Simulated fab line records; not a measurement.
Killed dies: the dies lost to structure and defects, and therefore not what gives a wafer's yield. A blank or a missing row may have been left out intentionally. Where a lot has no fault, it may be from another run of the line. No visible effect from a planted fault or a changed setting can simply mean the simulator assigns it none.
fab line records	flow sfq_line
record: lots: 5	wafers: 23
route steps=325 shown R5@217 I5@228 C5@240 M6@252 I6@273 M7@289 M8@313
start_h: the number of hours between the record's first day and the start of the first shown wafer of the lot	wait_h: time in hours since the lot's previous step	" as in the row above	L1.1+2: a row that stands for several wafers	- no value, or no start given	* or withheld: withheld	< > ~ a bound
route shown NAME@n: NAME is a module with steps in the file, n the number in the route of the first one	usual: mean/standard deviation taken from wafers without a fault	same: alike in all rows	chamber/n: place in a boat	sites: per-site readings	_std_site: standard deviation across them	_edge_site: the outer-site mean with the inner-site mean subtracted	radius_mm: for every site, how far away it sits from the centre of the wafer	mask NAME#n: copy n	behind: the last tool/chamber to shape the wafer	hold: why the lot went on hold/how many hours it stayed there/how the hold came to an end	device: names the non-switching transistor (n, p or np)	end of line: the route-end tests of the same wafers	where a step has no rows: the recipe by itself	killed: not the wafer's yield, but the dies lost to structure and defects at the first sort	map: per-die view of a wafer (x killed, . not killed, _ where there is no die)
set.NAME: setting as actually run; set.NAME@STEP: the setting as run at that earlier step	model.NAME: the simulator's own value behind a step, which no gauge read
lots whose settings were changed on purpose; a table a step, a row a wafer
== steps ==
step: SFQ_TRILAYER_R5_LITHO_COAT_141
recipe: resist: BARC	spin_rpm: 3000	resist_thk_nm: 62
lot.wafer	tool	chamber	start_h	wait_h	set.spin_rpm	model.BARC_of_TRILAYER_R5_LITHO_COAT_141.thk_nm
L074.2	litho_track-04	0	1154.49	0.1	3186	60.21
L074.3	"	0	"	"	3000	61.89
L074.4+6	"	0	"	"	3186	60.11
L074.5	"	0	"	"	3000	61.83
L076.2	litho_track-04	0	1162.28	0.1	3000	61.79
L076.3	"	0	"	"	3000	61.85
L076.4	"	0	"	"	3000	61.72
L076.5	"	0	"	"	3000	61.74
L076.6	"	0	"	"	3000	61.87
L080.2	litho_track-03	0	1193.59	0.1	3000	62.05
L080.3	"	0	"	"	3000	62.26
L080.6	"	0	"	"	3000	62.2
L083.1	litho_track-03	0	1228.33	0.1	3000	62.43
L083.2	"	0	"	"	3000	62.61
L083.4	"	0	"	"	2885	63.6
L083.5	"	0	"	"	2885	63.79
L083.6	"	0	"	"	3000	62.49
L084.1	litho_track-04	0	1231.33	0.1	3000	61.97
L084.3	"	0	"	"	3000	61.8
L084.4	"	0	"	"	3127	60.66
L084.5	"	0	"	"	3127	60.67
L084.6	"	0	"	"	3127	60.72
step: SFQ_TRILAYER_R5_LITHO_PEB_139
recipe: peb_temp_c: 115	peb_time_s: 60	resist: KrF
lot.wafer	tool	chamber	start_h	wait_h	set.peb_temp_c
L074.2+5	litho_track-03	0	1298.60	0.8	111.3
L074.3+4+6	"	0	"	"	115
L076.2+3+4	litho_track-02	0	1308.20	0.8	115
L076.5+6	"	0	"	"	118.5
L080.2+3+6	litho_track-04	0	1340.60	0.8	115
L083.1+2+4	litho_track-04	0	1370.30	1.0	115
L083.5+6	"	0	"	"	117.8
L084.1+3+4+5+6	litho_track-02	0	1375.10	1.0	115
step: SFQ_TRILAYER_R5_LITHO_DEVELOP_138
recipe: time_s: 60	resist: KrF
step: SFQ_TRILAYER_R5_BARC_OPEN_METAL_ETCH_177
recipe: mask_material: PR	chemistry: O2	target_depth_nm: 125	target: BARC	icp_w: 600	bias_w: 80	pressure_mtorr: 10	time_s: 41.7
lot.wafer	tool	chamber	start_h	wait_h	set.peb_temp_c@TRILAYER_R5_LITHO_PEB_139	model.R5.cd_nm
L074.2	rie_metal-02	0	1298.91	0.0	111.3	579.5
L074.3+4	"	0,1	"	"	115	501.2
L074.5	"	0	"	"	111.3	580
L074.6	"	1	"	"	115	500.2
L076.2	rie_metal-02	1	1308.51	0.0	115	500.7
L076.3	"	0	"	"	115	501.4
L076.4	"	1	"	"	115	500.4
L076.5	"	0	"	"	118.5	444.5
L076.6	"	1	"	"	118.5	444.2
L080.2	rie_metal-04	1	1340.91	0.0	115	500.1
L080.3	"	1	"	"	115	499.8
L080.6	"	0	"	"	115	500.4
L083.1	rie_metal-02	1	1370.64	0.0	115	499.5
L083.2	"	0	"	"	115	499.7
L083.4	"	0	"	"	115	499.2
L083.5	"	0	"	"	117.8	454.1
L083.6	"	1	"	"	117.8	451.8
L084.1	rie_metal-02	0	1375.44	0.0	115	500.4
L084.3	"	1	"	"	115	500.6
L084.4	"	0	"	"	115	498.5
L084.5	"	1	"	"	115	500.1
L084.6	"	0	"	"	115	500.7
step: SFQ_TRILAYER_A5C_DEP_PECVD_142
recipe: material: SiO2	temp_c: 150	time_s: 15.556	pressure_torr: 2.4	rf_w: 183.3	precursor: SiH4/N2O	target_thk_nm: 70
lot.wafer	tool	chamber	start_h	wait_h	set.time_s	model.SiO2_of_TRILAYER_A5C_DEP_PECVD_142.thk_nm
L074.2	pecvd-01	1	1299.80	0.0	14.33	64.06
L074.3	"	2	"	"	14.33	63.66
L074.4	"	2	"	"	15.556	70.19
L074.5	"	1	"	"	14.33	65.18
L074.6	"	0	"	"	15.556	71.16
L076.2	pecvd-01	2	1309.40	0.0	16.15	71.81
L076.3	"	1	"	"	16.15	71.86
L076.4	"	0	"	"	15.556	70.62
L076.5	"	2	"	"	15.556	70.79
L076.6	"	1	"	"	15.556	70.53
L080.2	pecvd-01	0	1341.80	0.0	15.556	68.82
L080.3	"	1	"	"	15.556	70.29
L080.6	"	1	"	"	15.556	71.18
L083.1	pecvd-03	1	1371.53	0.0	15.556	69.91
L083.2	"	2	"	"	16.38	74.75
L083.4	"	2	"	"	16.38	74.77
L083.5	"	1	"	"	16.38	74.69
L083.6	"	0	"	"	15.556	71.07
L084.1	pecvd-04	0	1376.35	0.0	15.556	69.47
L084.3	"	2	"	"	14.51	65.05
L084.4	"	0	"	"	14.51	66.29
L084.5	"	2	"	"	14.51	65.66
L084.6	"	1	"	"	15.556	69.9
step: SFQ_TRILAYER_C5_LITHO_COAT_156
recipe: resist: BARC	spin_rpm: 3000	resist_thk_nm: 62
lot.wafer	tool	chamber	start_h	wait_h	set.spin_rpm	model.BARC_of_TRILAYER_C5_LITHO_COAT_156.thk_nm
L074.2	litho_track-01	0	1443.07	0.1	3000	62.06
L074.3	"	0	"	"	3000	61.98
L074.4	"	0	"	"	3091	61.09
L074.5	"	0	"	"	3091	61.02
L074.6	"	0	"	"	3000	62.11
L076.2	litho_track-01	0	1452.65	0.1	3000	61.58
L076.3	"	0	"	"	3000	61.62
L076.4	"	0	"	"	3000	61.57
L076.5	"	0	"	"	3000	61.85
L076.6	"	0	"	"	3000	61.71
L080.2	litho_track-01	0	1483.87	0.1	3000	61.81
L080.3	"	0	"	"	3000	61.64
L080.6	"	0	"	"	3000	61.69
L083.1+4	litho_track-03	0	1517.62	0.0	3000	62.28
L083.2	"	0	"	"	3000	62.23
L083.5	"	0	"	"	3000	62.3
L083.6	"	0	"	"	3000	62.27
L084.1	litho_track-01	0	1519.92	0.0	3000	61.92
L084.3	"	0	"	"	3000	61.94
L084.4	"	0	"	"	2784	64.21
L084.5	"	0	"	"	2784	64.25
L084.6	"	0	"	"	3000	61.97
step: SFQ_TRILAYER_C5_LITHO_COAT_151
recipe: resist: KrF	spin_rpm: 3000	resist_thk_nm: 650
step: SFQ_TRILAYER_C5_LITHO_SOFTBAKE_155
recipe: temp_c: withheld	time_s: withheld	resist: KrF
step: SFQ_TRILAYER_C5_BARC_OPEN_VIA_ETCH_210
recipe: mask_material: PR	chemistry: O2	target_depth_nm: 125	target: BARC	source_w: 500	bias_w: 80	pressure_mtorr: 30	time_s: 40.6
step: SFQ_TRILAYER_C5_ETCH_VIA_ETCH_154
recipe: target: SiO2	mask_material: PR	chemistry: CHF3	target_depth_nm: 84	source_w: 500	bias_w: 80	pressure_mtorr: 30	time_s: withheld	stop_on: Nb
usual: oes_product_au: 0.896/0.0072
lot.wafer	tool	chamber	start_h	wait_h	set.time_s@TRILAYER_A5C_DEP_PECVD_142	oes_product_au	model.etch.depth_nm	model.C5.feature_depth_nm
L074.2	rie_diel-02	2	1579.83	0.0	*	0.849	64.06	64.06
L074.3	"	0	"	"	*	0.837	-	63.66
L074.4	"	3	"	"	*	0.896	-	70.19
L074.5	"	1	"	"	*	0.856	-	65.18
L074.6	"	2	"	"	*	0.903	71.16	71.16
L076.2	rie_diel-03	3	1589.43	0.0	*	0.910	-	71.81
L076.3	"	2	"	"	*	0.904	-	71.86
L076.4	"	0	"	"	*	0.906	-	70.62
L076.5	"	3	"	"	*	0.902	-	70.79
L076.6	"	0	"	"	*	0.892	-	70.53
L080.2	rie_diel-03	2	1620.63	0.0	*	0.888	68.82	68.82
L080.3	"	3	"	"	*	0.898	70.29	70.29
L080.6	"	2	"	"	*	0.909	71.18	71.18
L083.1	rie_diel-02	1	1651.83	0.0	*	0.895	-	69.91
L083.2	"	3	"	"	*	0.932	-	74.75
L083.4	"	2	"	"	*	0.930	-	74.77
L083.5	"	2	"	"	*	0.929	74.69	74.69
L083.6	"	1	"	"	*	0.897	-	71.07
L084.1	rie_diel-03	0	1654.40	0.0	*	0.892	-	69.47
L084.3	"	1	"	"	*	0.859	-	65.05
L084.4	"	2	"	"	*	0.859	-	66.29
L084.5	"	0	"	"	*	0.865	65.66	65.66
L084.6	"	3	"	"	*	0.898	69.9	69.9
step: SFQ_TRILAYER_M6_DEP_SPUTTER_157
recipe: material: Nb	base_pressure_pa: 1.33e-06	chamber_pressure_pa: 0.1333	substrate_temp_c: 20	target_thk_nm: 200	power_w: 2000	time_s: 133.3
lot.wafer	tool	chamber	start_h	wait_h	set.time_s	model.Nb_of_TRILAYER_M6_DEP_SPUTTER_157.thk_nm
L074.2	pvd_sputter-03	-	1580.68	0.0	139	211.2
L074.3	"	-	"	"	133.3	202.3
L074.4	"	-	"	"	133.3	200.9
L074.5	"	-	"	"	139	209.3
L074.6	"	-	"	"	139	211
L076.2	pvd_sputter-05	-	1590.28	0.0	116.4	176.6
L076.3	"	-	"	"	133.3	202.5
L076.4	"	-	"	"	133.3	203.2
L076.5	"	-	"	"	116.4	175.2
L076.6	"	-	"	"	116.4	173.8
L080.2	pvd_sputter-03	-	1621.48	0.0	133.3	202.3
L080.3	"	-	"	"	133.3	200.9
L080.6	"	-	"	"	133.3	202.7
L083.1	pvd_sputter-06	-	1652.68	0.0	133.3	202.1
L083.2	"	-	"	"	133.3	200.7
L083.4	"	-	"	"	133.3	199.2
L083.5	"	-	"	"	133.3	199.3
L083.6	"	-	"	"	133.3	199.5
L084.1	pvd_sputter-03	-	1655.25	0.0	128.2	195.3
L084.3	"	-	"	"	128.2	196.5
L084.4	"	-	"	"	133.3	204.9
L084.5	"	-	"	"	128.2	195.1
L084.6	"	-	"	"	133.3	204.4
step: SFQ_M6_RS_MEAS_938
recipe: thk_meas_gauge: four-point-probe	reads: Nb_of_TRILAYER_M6_DEP_SPUTTER_157
usual: M6_NB_RS: 0.886/0.0088
lot.wafer	tool	chamber	start_h	wait_h	set.time_s@TRILAYER_M6_DEP_SPUTTER_157	M6_NB_RS[ohm/sq]
L074.2	film_metro-03	-	1580.79	0.1	139	0.841
L074.3	"	-	"	"	133.3	0.878
L074.4	"	-	"	"	133.3	0.886
L074.5	"	-	"	"	139	0.849
L074.6	"	-	"	"	139	0.845
L076.2	film_metro-03	-	1590.39	0.1	116.4	1.006
L076.3	"	-	"	"	133.3	0.879
L076.4	"	-	"	"	133.3	0.876
L076.5	"	-	"	"	116.4	1.016
L076.6	"	-	"	"	116.4	1.025
L080.2	film_metro-01	-	1621.59	0.1	133.3	0.879
L080.3	"	-	"	"	133.3	0.884
L080.6	"	-	"	"	133.3	0.878
L083.1	film_metro-02	-	1652.77	0.0	133.3	0.885
L083.2	"	-	"	"	133.3	0.888
L083.4	"	-	"	"	133.3	0.896
L083.5	"	-	"	"	133.3	0.896
L083.6	"	-	"	"	133.3	0.893
L084.1	film_metro-01	-	1655.34	0.0	128.2	0.910
L084.3	"	-	"	"	128.2	0.905
L084.4	"	-	"	"	133.3	0.868
L084.5	"	-	"	"	128.2	0.912
L084.6	"	-	"	"	133.3	0.872
step: SFQ_TRILAYER_M6_ETCH_METAL_ETCH_162
recipe: target: Nb	stop_on: SiO2	mask_material: PR	chemistry: Cl2/Ar	target_depth_nm: 240	icp_w: 600	bias_w: 80	pressure_mtorr: 10	time_s: 120
usual: oes_product_au: 0.896/0.0069
lot.wafer	tool	chamber	start_h	wait_h	set.pressure_mtorr	set.time_s@TRILAYER_A5C_DEP_PECVD_142	set.time_s@TRILAYER_M6_DEP_SPUTTER_157	oes_product_au	model.SiO2_of_TRILAYER_A5C_DEP_PECVD_142.thk_nm	model.M6.feature_depth_nm
L074.2	rie_metal-02	1	1583.60	0.0	9.011	14.33	139	0.921	56.54	211.2
L074.3	"	1	"	"	9.011	14.33	133.3	0.901	56.14	202.3
L074.4	"	0	"	"	9.011	15.556	133.3	0.891	62.67	200.9
L074.5	"	1	"	"	9.011	14.33	139	0.920	57.66	209.3
L074.6	"	0	"	"	9.011	15.556	139	0.929	63.64	211
L076.2	rie_metal-01	1	1592.90	0.0	11.12	16.15	116.4	0.834	64.15	-
L076.3	"	1	"	"	11.12	16.15	133.3	0.893	64.2	202.6
L076.4	"	0	"	"	11.12	15.556	133.3	0.911	62.96	203.4
L076.5	"	1	"	"	11.12	15.556	116.4	0.828	63.13	-
L076.6	"	0	"	"	11.12	15.556	116.4	0.823	62.87	-
L080.2	rie_metal-03	0	1624.10	0.0	10	15.556	133.3	0.892	61.3	202.3
L080.3	"	1	"	"	10	15.556	133.3	0.896	62.77	200.9
L080.6	"	1	"	"	10	15.556	133.3	0.899	63.66	202.7
L083.1	rie_metal-02	1	1750.40	0.0	8.859	15.556	133.3	0.903	62.39	202.1
L083.2	"	0	"	"	8.859	16.38	133.3	0.899	67.23	200.7
L083.4	"	0	"	"	8.859	16.38	133.3	0.895	67.25	199.2
L083.5	"	1	"	"	8.859	16.38	133.3	0.898	67.17	199.3
L083.6	"	0	"	"	8.859	15.556	133.3	0.892	63.56	199.5
L084.1	rie_metal-01	1	1754.06	0.1	10.71	15.556	128.2	0.886	61.86	195.4
L084.3	"	1	"	"	10.71	14.51	128.2	0.888	57.44	196.6
L084.4	"	1	"	"	10.71	14.51	133.3	0.904	58.69	205
L084.5	"	1	"	"	10.71	14.51	128.2	0.881	58.05	195.2
L084.6	"	1	"	"	10.71	15.556	133.3	0.906	62.29	204.5
step: SFQ_TRILAYER_I6_VIA_LITHO_EXPOSE_170
recipe: mask_id: I6	na: 0.6	source_shape: conventional	sigma_outer: 0.65	target_cd_nm: 700	dose_mj: 21.3
lot.wafer	tool	chamber	start_h	wait_h	mask	set.dose_mj
L074.2+4+6	krf_scanner-02	0	1702.22	-	I6#0	22.41
L074.3+5	"	0	"	"	I6#0	21.3
L076.2+5	krf_scanner-02	0	1707.02	-	I6#0	20.4
L076.3+4+6	"	0	"	"	I6#0	21.3
L080.2+3+6	krf_scanner-02	0	1730.88	-	I6#0	21.3
L083.1+2+4+5+6	krf_scanner-01	0	1874.04	-	I6#0	21.3
L084.1+3+4+5+6	krf_scanner-01	0	1878.84	-	I6#0	21.3
step: SFQ_TRILAYER_I6_VIA_LITHO_PEB_172
recipe: peb_temp_c: 115	peb_time_s: 60	resist: KrF
step: SFQ_TRILAYER_I6_VIA_LITHO_DEVELOP_171
recipe: time_s: 60	resist: KrF
step: SFQ_TRILAYER_I6_VIA_BARC_OPEN_VIA_ETCH_235
recipe: mask_material: PR	chemistry: O2	target_depth_nm: 125	target: BARC	source_w: 500	bias_w: 80	pressure_mtorr: 30	time_s: 41.7
lot.wafer	tool	chamber	start_h	wait_h	set.dose_mj@TRILAYER_I6_VIA_LITHO_EXPOSE_170	model.I6.cd_nm
L074.2	rie_diel-04	1	1703.56	0.0	22.41	709.5
L074.3	"	0	"	"	21.3	701.9
L074.4	"	2	"	"	22.41	709
L074.5	"	2	"	"	21.3	700.9
L074.6	"	1	"	"	22.41	708
L076.2	rie_diel-04	2	1708.36	0.0	20.4	689.1
L076.3	"	0	"	"	21.3	698.1
L076.4	"	3	"	"	21.3	697.2
L076.5	"	3	"	"	20.4	690.2
L076.6	"	0	"	"	21.3	698.5
L080.2	rie_diel-01	1	1732.22	0.0	21.3	703.2
L080.3	"	2	"	"	21.3	701.1
L080.6	"	1	"	"	21.3	701.7
L083.1	rie_diel-03	0	1875.58	0.0	21.3	700
L083.2	"	2	"	"	21.3	699.3
L083.4	"	3	"	"	21.3	701.3
L083.5	"	3	"	"	21.3	700.7
L083.6	"	2	"	"	21.3	699.5
L084.1+4+6	rie_diel-04	1,1,3	1880.38	0.0	21.3	699.4
L084.3	"	2	"	"	21.3	701.5
L084.5	"	2	"	"	21.3	701.3
step: SFQ_TRILAYER_I6_VIA_ETCH_VIA_ETCH_172
recipe: target: SiO2	stop_on: Nb	mask_material: PR	taper_deg: 20	chemistry: CHF3	target_depth_nm: 260	source_w: 500	bias_w: 80	pressure_mtorr: 30	time_s: withheld
lot.wafer	tool	chamber	start_h	wait_h	set.source_w	set.dose_mj@TRILAYER_I6_VIA_LITHO_EXPOSE_170	model.I6.cd_nm
L074.2	rie_diel-04	1	1703.60	0.0	500	22.41	709.8
L074.3	"	0	"	"	500	21.3	700.1
L074.4	"	2	"	"	459.4	22.41	707.6
L074.5	"	2	"	"	459.4	21.3	700.6
L074.6	"	1	"	"	500	22.41	709.4
L076.2	rie_diel-04	2	1708.40	0.0	500	20.4	690.1
L076.3	"	0	"	"	500	21.3	699.1
L076.4	"	3	"	"	500	21.3	695.7
L076.5	"	3	"	"	500	20.4	689.6
L076.6	"	0	"	"	500	21.3	698.7
L080.2	rie_diel-01	1	1732.26	0.0	500	21.3	704.5
L080.3	"	2	"	"	500	21.3	698.8
L080.6	"	1	"	"	500	21.3	702.8
L083.1	rie_diel-03	0	1875.62	0.0	542.7	21.3	699.1
L083.2	"	2	"	"	500	21.3	698.3
L083.4	"	3	"	"	500	21.3	698.5
L083.5	"	3	"	"	542.7	21.3	698.4
L083.6	"	2	"	"	542.7	21.3	697.6
L084.1	rie_diel-04	1	1880.42	0.0	500	21.3	702
L084.3	"	2	"	"	500	21.3	701.3
L084.4	"	1	"	"	537.4	21.3	701.4
L084.5	"	2	"	"	537.4	21.3	701.1
L084.6	"	3	"	"	537.4	21.3	697
step: SFQ_TRILAYER_M7_LITHO_PEB_180
recipe: peb_temp_c: 115	peb_time_s: 60	resist: KrF
lot.wafer	tool	chamber	start_h	wait_h	set.peb_temp_c
L074.2+3+5	litho_track-02	0	1820.35	0.8	116.1
L074.4+6	"	0	"	"	115
L076.2+3+5	litho_track-02	0	1823.95	0.8	115
L076.4+6	"	0	"	"	117.2
L080.2+3+6	litho_track-03	0	1850.35	0.8	115
L083.1+2+5	litho_track-01	0	1958.12	1.0	117.7
L083.4+6	"	0	"	"	115
L084.1+4	litho_track-02	0	1964.12	1.0	115
L084.3+5+6	"	0	"	"	116.8
step: SFQ_TRILAYER_M7_LITHO_DEVELOP_179
recipe: time_s: 60	resist: KrF
step: SFQ_TRILAYER_M7_BARC_OPEN_METAL_ETCH_229
recipe: mask_material: PR	chemistry: O2	target_depth_nm: 125	target: BARC	icp_w: 600	bias_w: 80	pressure_mtorr: 10	time_s: 41.7
lot.wafer	tool	chamber	start_h	wait_h	set.peb_temp_c@TRILAYER_M7_LITHO_PEB_180	model.M7.cd_nm
L074.2	rie_metal-04	1	1820.67	0.0	116.1	480.4
L074.3	"	0	"	"	116.1	480.9
L074.4	"	1	"	"	115	500.5
L074.5	"	0	"	"	116.1	481
L074.6	"	1	"	"	115	500.1
L076.2	rie_metal-02	1	1824.27	0.0	115	502.3
L076.3	"	1	"	"	115	502
L076.4	"	0	"	"	117.2	465.9
L076.5	"	1	"	"	115	502.1
L076.6	"	0	"	"	117.2	465.7
L080.2	rie_metal-01	1	1850.68	0.0	115	503.3
L080.3	"	1	"	"	115	502.5
L080.6	"	1	"	"	115	501.3
L083.1	rie_metal-04	0	1958.45	0.0	117.7	453.7
L083.2	"	1	"	"	117.7	453.5
L083.4	"	1	"	"	115	497.7
L083.5	"	1	"	"	117.7	453.8
L083.6	"	0	"	"	115	496
L084.1	rie_metal-01	1	1964.45	0.0	115	501.1
L084.3	"	1	"	"	116.8	469.9
L084.4	"	0	"	"	115	500.6
L084.5	"	1	"	"	116.8	471.2
L084.6	"	0	"	"	116.8	470.4
step: SFQ_TRILAYER_M7_ETCH_METAL_ETCH_180
recipe: target: Nb	stop_on: SiO2	mask_material: PR	chemistry: Cl2/Ar	target_depth_nm: 240	icp_w: 600	bias_w: 80	pressure_mtorr: 10	time_s: 120
lot.wafer	tool	chamber	start_h	wait_h	set.time_s	model.KrF_of_TRILAYER_M7_LITHO_COAT_177.thk_nm
L074.2	rie_metal-04	1	1820.72	0.0	131.4	363.7
L074.3	"	0	"	"	131.4	367.6
L074.4	"	1	"	"	131.4	360.7
L074.5	"	0	"	"	120	384
L074.6	"	1	"	"	120	377.7
L076.2	rie_metal-02	1	1824.32	0.0	110	396.1
L076.3	"	1	"	"	120	380.9
L076.4	"	0	"	"	120	379.7
L076.5	"	1	"	"	120	381.8
L076.6	"	0	"	"	110	389.3
L080.2	rie_metal-01	1	1850.83	0.1	120	385.2
L080.3	"	1	"	"	120	384.4
L080.6	"	1	"	"	120	386.3
L083.1	rie_metal-04	0	1958.51	0.0	120	385.2
L083.2	"	1	"	"	134.1	364.6
L083.4	"	1	"	"	134.1	364.2
L083.5	"	1	"	"	120	380.6
L083.6	"	0	"	"	134.1	366.2
L084.1	rie_metal-01	1	1964.51	0.0	106.2	401.8
L084.3	"	1	"	"	120	385.8
L084.4	"	0	"	"	106.2	397.6
L084.5	"	1	"	"	120	386.2
L084.6	"	0	"	"	106.2	397.8
step: SFQ_TRILAYER_M8_LITHO_COAT_193
recipe: resist: KrF	spin_rpm: 3000	resist_thk_nm: 600
lot.wafer	tool	chamber	start_h	wait_h	set.resist_thk_nm	model.KrF_of_TRILAYER_M8_LITHO_COAT_193.thk_nm
L074.2	litho_track-02	0	-	-	600	599.8
L074.3	"	0	"	"	600	600
L074.4	"	0	"	"	600	600.1
L074.5	"	0	"	"	600	598.6
L074.6	"	0	"	"	600	599.5
L076.2	litho_track-04	0	-	-	588.7	590.3
L076.3	"	0	"	"	588.7	589.5
L076.4	"	0	"	"	588.7	590.1
L076.5	"	0	"	"	600	601.2
L076.6	"	0	"	"	600	601.3
L080.2	litho_track-01	0	-	-	600	599.1
L080.3	"	0	"	"	600	599.4
L080.6	"	0	"	"	600	602.1
L083.1	litho_track-04	0	-	-	600	601.3
L083.2	"	0	"	"	600	600.7
L083.4	"	0	"	"	600	599.8
L083.5	"	0	"	"	600	599.7
L083.6	"	0	"	"	600	600.6
L084.1	litho_track-01	0	-	-	600	600.5
L084.3	"	0	"	"	600	599.6
L084.4	"	0	"	"	589.5	590.5
L084.5	"	0	"	"	589.5	589.7
L084.6	"	0	"	"	600	601.2
== key ==
split: step: SFQ_TRILAYER_R5_LITHO_COAT_141	setting: spin_rpm	stated: 3000	by: wafer
response: step: SFQ_TRILAYER_R5_LITHO_COAT_141	reading: model.BARC_of_TRILAYER_R5_LITHO_COAT_141.thk_nm	change: -0.285	per: 1%	r: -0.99
split: step: SFQ_TRILAYER_R5_LITHO_PEB_139	setting: peb_temp_c	stated: 115	by: wafer
response: step: SFQ_TRILAYER_R5_BARC_OPEN_METAL_ETCH_177	reading: model.R5.cd_nm	change: -21.1	per: 1%	r: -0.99
split: step: SFQ_TRILAYER_A5C_DEP_PECVD_142	setting: time_s	stated: 15.556	by: wafer
response: step: SFQ_TRILAYER_A5C_DEP_PECVD_142	reading: model.SiO2_of_TRILAYER_A5C_DEP_PECVD_142.thk_nm	change: +0.695	per: 1%	r: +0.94
response: step: SFQ_TRILAYER_C5_ETCH_VIA_ETCH_154	reading: oes_product_au	change: +0.00563	per: 1%	r: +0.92
response: step: SFQ_TRILAYER_C5_ETCH_VIA_ETCH_154	reading: model.etch.depth_nm	change: +0.787	per: 1%	r: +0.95
response: step: SFQ_TRILAYER_C5_ETCH_VIA_ETCH_154	reading: model.C5.feature_depth_nm	change: +0.695	per: 1%	r: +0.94
response: step: SFQ_TRILAYER_M6_ETCH_METAL_ETCH_162	reading: model.SiO2_of_TRILAYER_A5C_DEP_PECVD_142.thk_nm	change: +0.696	per: 1%	r: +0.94
split: step: SFQ_TRILAYER_C5_LITHO_COAT_156	setting: spin_rpm	stated: 3000	by: wafer
response: step: SFQ_TRILAYER_C5_LITHO_COAT_156	reading: model.BARC_of_TRILAYER_C5_LITHO_COAT_156.thk_nm	change: -0.319	per: 1%	r: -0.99
split: step: SFQ_TRILAYER_M6_DEP_SPUTTER_157	setting: time_s	stated: 133.3	by: wafer
response: step: SFQ_TRILAYER_M6_DEP_SPUTTER_157	reading: model.Nb_of_TRILAYER_M6_DEP_SPUTTER_157.thk_nm	change: +2.19	per: 1%	r: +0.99
response: step: SFQ_M6_RS_MEAS_938	reading: M6_NB_RS	change: -0.0106	per: 1%	r: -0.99
response: step: SFQ_TRILAYER_M6_ETCH_METAL_ETCH_162	reading: oes_product_au	change: +0.00582	per: 1%	r: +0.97
response: step: SFQ_TRILAYER_M6_ETCH_METAL_ETCH_162	reading: model.M6.feature_depth_nm	change: +2.2	per: 1%	r: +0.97
split: step: SFQ_TRILAYER_M6_ETCH_METAL_ETCH_162	setting: pressure_mtorr	stated: 10	by: lot
response none clear
split: step: SFQ_TRILAYER_I6_VIA_LITHO_EXPOSE_170	setting: dose_mj	stated: 21.3	by: wafer
response: step: SFQ_TRILAYER_I6_VIA_BARC_OPEN_VIA_ETCH_235	reading: model.I6.cd_nm	change: +1.64	per: 1%	r: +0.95
response: step: SFQ_TRILAYER_I6_VIA_ETCH_VIA_ETCH_172	reading: model.I6.cd_nm	change: +1.75	per: 1%	r: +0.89
split: step: SFQ_TRILAYER_I6_VIA_ETCH_VIA_ETCH_172	setting: source_w	stated: 500	by: wafer
response none clear
split: step: SFQ_TRILAYER_M7_LITHO_PEB_180	setting: peb_temp_c	stated: 115	by: wafer
response: step: SFQ_TRILAYER_M7_BARC_OPEN_METAL_ETCH_229	reading: model.M7.cd_nm	change: -18.9	per: 1%	r: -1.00
split: step: SFQ_TRILAYER_M7_ETCH_METAL_ETCH_180	setting: time_s	stated: 120	by: wafer
response: step: SFQ_TRILAYER_M7_ETCH_METAL_ETCH_180	reading: model.KrF_of_TRILAYER_M7_LITHO_COAT_177.thk_nm	change: -1.44	per: 1%	r: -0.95
split: step: SFQ_TRILAYER_M8_LITHO_COAT_193	setting: resist_thk_nm	stated: 600	by: wafer
response: step: SFQ_TRILAYER_M8_LITHO_COAT_193	reading: model.KrF_of_TRILAYER_M8_LITHO_COAT_193.thk_nm	change: +5.94	per: 1%	r: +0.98
